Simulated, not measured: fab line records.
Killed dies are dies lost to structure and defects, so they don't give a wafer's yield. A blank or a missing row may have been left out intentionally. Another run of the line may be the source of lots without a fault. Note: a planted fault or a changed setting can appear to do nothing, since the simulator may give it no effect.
A struck lot beside a sound one | flow gf180mcu | 33 steps out of a route of 602
Sound: these wafers, L600.1, L600.4, L600.5. The struck wafers were L613.1, L613.3, L613.4. The cause comes at the end.
Per side, at each step with rows, come the tool, then ch with its chambers, and then its first start. Under that, the readings that differ: sound wafers | struck wafers | difference of the means | sigmas: that difference in standard deviations of wafers without a fault.
alike: readings with means less than 2 such deviations apart, plus words and numbers identical on both sides. not compared: withheld readings, readings lacking a value on some wafer, bounds such as >300 that could conceal the same value, and numbers that have no deviation in the record and whose values overlap.
Wherever a step has rows on one side only, a row that says differs or no value, or a row with sigmas, the two part there. When numbers do not overlap yet have no deviation, they are printed without sigmas and do not part them. Lack of a reading on every wafer of one side parts them only where that side has two or more wafers.

first, 2 steps without rows for these wafers: GF_M2_PEB_12 (peb time 90 s); GF_M2_DEVELOP_13 (develop time 60 s).
GF_M2_CD_MEAS_14: target cd 280 nm.
  sound on cdSem-01 at day 20 11:27; struck on cdSem-01 at day 25 02:04
  alike: cdNm
GF_M2_OVL_MEAS_15:
  sound on overlay-02 at day 20 11:34; struck on overlay-01 at day 25 02:11
  alike: M2_OVL
then, 1 step without rows for these wafers: GF_M2_METAL_ETCH_16 (etches the open film in Cl2/BCl3, stops on SiO2, target depth 627.5 nm, time 104.6 s).
GF_M2_STRIP_17: strips in O2/N2.
  sound on plasmaAsher-04 ch 0, day 20 11:43; struck on plasmaAsher-04 ch 0,1, day 25 02:20
  alike: drypumpMotorCurrentA, heaterPowerW, oesProductAu, stripTimeToEndpointS
  not compared: rfHoursCounterH
then, 3 steps without rows for these wafers: GF_M2_STRIP_18 (strips in post etch residue remover, time 1200 s); GF_M2_CLEAN_19 (cleans in DIW); GF_V2_CVD_00 (deposits SiO2, target thk 600 nm, time 100 s).
GF_V2_THK_MEAS_01:
  sound on filmMetro-01 at day 20 12:44; struck on filmMetro-02 at day 25 02:57
  alike: V2_CVD_00_THK
then, 1 step without rows for these wafers: GF_V2_CVD_02 (deposits SiO2 from TEOS, target thk 850 nm, time 94.851 s).
GF_V2_THK_MEAS_03:
  sound on filmMetro-02 at day 20 12:52; struck on filmMetro-01 at day 25 03:05
  alike: V2_CVD_02_THK
GF_V2_CMP_04: polishes SiO2.
  sound on cmp-01 ch 0,3, day 20 12:59; struck on cmp-02 ch 0,2,3, day 25 03:08
  no value came back on the struck wafers for any of 5 readings (edgeZonePressureFrac, headPressurePsi (psi) and others); on the sound wafers edgeZonePressureFrac reads 1.009 0.996 0.993
reading                            | sound             | struck            | difference | sigmas
model.SiO2_of_V2_CVD_02.thkNm (nm) | 631.2 631.8 631.7 | 834.7 843.9 861.3 | +215.1     | 
GF_V2_BOW_MEAS_05:
  sound on filmMetro-01 at day 20 13:14; struck on filmMetro-01 at day 25 03:26
  alike: V2_BOW
then, 8 steps without rows for these wafers: GF_V2_DEHYDRATE_06 (time 60 s); GF_V2_HMDS_07 (prime time 60 s); GF_V2_COAT_08; GF_V2_COAT_09 (resist thk 1000 nm); GF_V2_SOFTBAKE_10 (time 60 s); GF_V2_EXPOSE_11 (exposes mask Via2, target cd 260 nm); GF_V2_PEB_12 (peb time 90 s); GF_V2_DEVELOP_13 (develop time 60 s).
GF_V2_CD_MEAS_14: target cd 260 nm.
  sound on cdSem-01 at day 21 12:54; struck on cdSem-02 at day 26 00:53
  alike: cdNm
GF_V2_OVL_MEAS_15:
  sound on overlay-01 at day 21 13:01; struck on overlay-02 at day 26 01:01
  alike: V2_OVL
GF_V2_ETCH_16: etches BARC in N2/H2.
  sound on rieDiel-01 ch 0,3, day 21 13:04; struck on rieDiel-04 ch 1,2,3, day 26 01:02
  alike: drypumpMotorCurrentA, oesProductAu, throttleValvePct
GF_V2_ETCH_17: etches SiO2 in C4F8/O2/Ar, stops on TiN, target depth 630 nm.
  sound on rieDiel-01 ch 0,3; struck on rieDiel-04 ch 1,2,3
reading                      | sound             | struck            | difference | sigmas
oesProductAu (a.u.)          | 0.851 0.859 0.850 | 1.629 1.634 1.652 | +0.785     | +99 or more
model.V2.featureDepthNm (nm) | 631.2 631.8 631.7 | 825 836.2 849     | +205       | 
model.etch.depthNm (nm)      | 631.2 631.8 631.7 | 825 836.2 849     | +205       | 
then, 3 steps without rows for these wafers: GF_V2_STRIP_18 (strips in O2/N2); GF_V2_STRIP_19 (strips in post etch residue remover, time 1200 s); GF_V2_CLEAN_20 (cleans in DIW).
GF_V2_SPUTTER_21: material Ti, target thk 15 nm, time 80.02 s.
  sound on pvdSputter-01 at day 21 13:44; struck on pvdSputter-03 at day 26 01:43
  alike: throttleValvePct
GF_V2_SPUTTER_22: material TiN, target thk 10 nm, time 40 s.
  sound on pvdSputter-01 at day 21 13:48; struck on pvdSputter-03 at day 26 01:46
  alike: throttleValvePct
GF_V2_CVD_23: deposits W, target thk 350 nm, time 104.94 s.
  sound on cvdW-01 ch 0,1, day 21 13:50; struck on cvdW-01 ch 0,1, day 26 01:49
  alike: heaterPowerOuterW, heaterPowerW
  not compared: sinceWetCleanH
GF_V2_CMP_26: polishes, stops on SiO2, t overpolish 15 s, target thk 0 nm.
  sound on cmp-02 ch 2,3, day 21 14:11; struck on cmp-02 ch 0,1,3, day 26 02:09
reading                            | sound           | struck            | difference | sigmas
model.SiO2_of_V2_CVD_02.thkNm (nm) | 627.4 628 627.9 | 830.9 840.1 857.5 | +215.1     | 
  alike: edgeZonePressureFrac, headPressurePsi, motorCurrentA, slurryFilterDpKPa

## WHERE THEY PART
At GF_V2_CMP_04 first; at GF_V2_ETCH_17 last (within this record only). Later steps at which nothing parts them and some readings are alike: GF_V2_SPUTTER_21, GF_V2_SPUTTER_22, GF_V2_CVD_23, GF_V2_CMP_26.

WHY: whatever the simulator had introduced
Whole step skipped at GF_V2_CMP_04 on cmp-02, starting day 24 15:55. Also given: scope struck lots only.
